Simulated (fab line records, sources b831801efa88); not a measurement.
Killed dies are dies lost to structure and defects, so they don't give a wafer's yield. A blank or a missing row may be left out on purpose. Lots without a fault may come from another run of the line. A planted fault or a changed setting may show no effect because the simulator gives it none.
Which tool did it? | flow sky130 | 14 lots, 40 wafers sampled, at 2 steps of a route of 708

WHAT THE GAUGES READ, wafer by wafer
SKY_VIA1_OVL_MEAS_13.
lot  | measured     | on         | VIA1_OVL (nm)
L800 | day 33 23:37 | overlay-02 | -3 -3 -6
L801 | day 34 02:58 | overlay-02 | -2 0 -2
L802 | day 34 10:37 | overlay-02 | -12 -12 -14
L803 | day 34 21:01 | overlay-01 | 1 9 -2
L804 | day 35 05:16 | overlay-02 | 0 -7 0
L806 | day 35 20:44 | overlay-02 | 2 -2
L808 | day 36 15:58 | overlay-01 | 2 -1
L817 | day 39 02:13 | overlay-02 | -5 -5 -4
L818 | day 39 11:58 | overlay-02 | -1 -3 -6
L819 | day 39 18:28 | overlay-02 | -6 -2 1
L820 | day 39 23:37 | overlay-02 | 5 0 -1
L821 | day 40 12:05 | overlay-02 | 13 11 6
L822 | day 40 14:26 | overlay-01 | 3 -7 -5
L823 | day 42 00:13 | overlay-01 | -1 1 6

WHICH TOOL RAN EACH LOT (tool, then ch and the chambers of the sampled wafers, then the start)
lot  | SKY_FIELD_ISO_STRIP_16
L800 | plasma_asher-04 ch 0,1, day 2 05:54
L801 | plasma_asher-04 ch 0,1, day 2 09:31
L802 | plasma_asher-01 ch 1, day 2 15:07
L803 | plasma_asher-04 ch 0,1, day 2 20:10
L804 | plasma_asher-02 ch 0,1, day 3 04:46
L806 | plasma_asher-01 ch 0,1, day 3 11:49
L808 | plasma_asher-02 ch 0,1, day 4 00:28
L817 | plasma_asher-02 ch 0,1, day 5 22:22
L818 | plasma_asher-04 ch 1, day 6 02:13
L819 | plasma_asher-01 ch 0,1, day 6 07:49
L820 | plasma_asher-02 ch 0,1, day 6 12:37
L821 | plasma_asher-01 ch 0,1, day 6 18:28
L822 | plasma_asher-04 ch 0,1, day 7 00:31
L823 | plasma_asher-02 ch 0,1, day 7 07:01
- SKY_FIELD_ISO_STRIP_16: strips in O2/N2.

WHAT THE TOOLS THEMSELVES READ (means of the sampled wafers that have a number; where no wafer has one, the mark that the record gives instead)
SKY_FIELD_ISO_STRIP_16.
lot  | tool            | drypump_motor_current_A (A) | n2_flow_sccm (sccm) | o2_flow_sccm (sccm) | oes_product_au (a.u.) | strip_time_to_endpoint_s (s)
L800 | plasma_asher-04 | 5.1                         | 299.8               | 3007                | 0.373                 | 3.53
L801 | plasma_asher-04 | 5.1                         | 300.9               | 2996                | 0.378                 | 3.55
L802 | plasma_asher-01 | 6.2                         | 300.7               | 3013                | 0.373                 | 3.53
L803 | plasma_asher-04 | 5.2                         | 299.6               | 2999                | 0.385                 | 3.58
L804 | plasma_asher-02 | 5.9                         | 300.9               | 2992                | 0.382                 | 3.56
L806 | plasma_asher-01 | 5.8                         | 299.5               | 2994                | 0.383                 | 3.62
L808 | plasma_asher-02 | 5.7                         | 301.1               | 2997                | 0.380                 | 3.52
L817 | plasma_asher-02 | 5.8                         | 299.7               | 2994                | 0.377                 | 3.49
L818 | plasma_asher-04 | 5.1                         | 300.0               | 3004                | 0.380                 | 3.55
L819 | plasma_asher-01 | 5.8                         | 299.6               | 3005                | 0.375                 | 3.56
L820 | plasma_asher-02 | 5.8                         | 301.1               | 3007                | 0.371                 | 3.47
L821 | plasma_asher-01 | 5.9                         | 299.8               | 3002                | 0.370                 | 3.49
L822 | plasma_asher-04 | 5.2                         | 299.7               | 3002                | 0.376                 | 3.57
L823 | plasma_asher-02 | 5.9                         | 299.4               | 2997                | 0.379                 | 3.56

THE ANSWER, worked out from the rows above alone
Rule: what is usual is taken from the lots themselves. Put in order of their means at a reading, lots are off if they are a third of the lots or fewer, leave a main group of 4 or more, and stand apart from it by a gap of 3 or more times the standard deviation of the main group's means; of several such gaps the widest counts. A main group whose means are all the same, to the digits that the tables above print for the reading, isn't used. A lot without any number at a reading at which 4 lots or more have one is off too. The other lots that the step has rows for count as sound. The gauges are gone through in route order, then the tools' own readings, and for those a lot's mean is taken as printed above. The first step at which some lot is off is used, and at that step the reading that is off furthest; a lot without a number counts as furthest.
No lot is off at any reading shown: from this, nothing can be told.

WHAT THE SIMULATOR HAD PUT IN
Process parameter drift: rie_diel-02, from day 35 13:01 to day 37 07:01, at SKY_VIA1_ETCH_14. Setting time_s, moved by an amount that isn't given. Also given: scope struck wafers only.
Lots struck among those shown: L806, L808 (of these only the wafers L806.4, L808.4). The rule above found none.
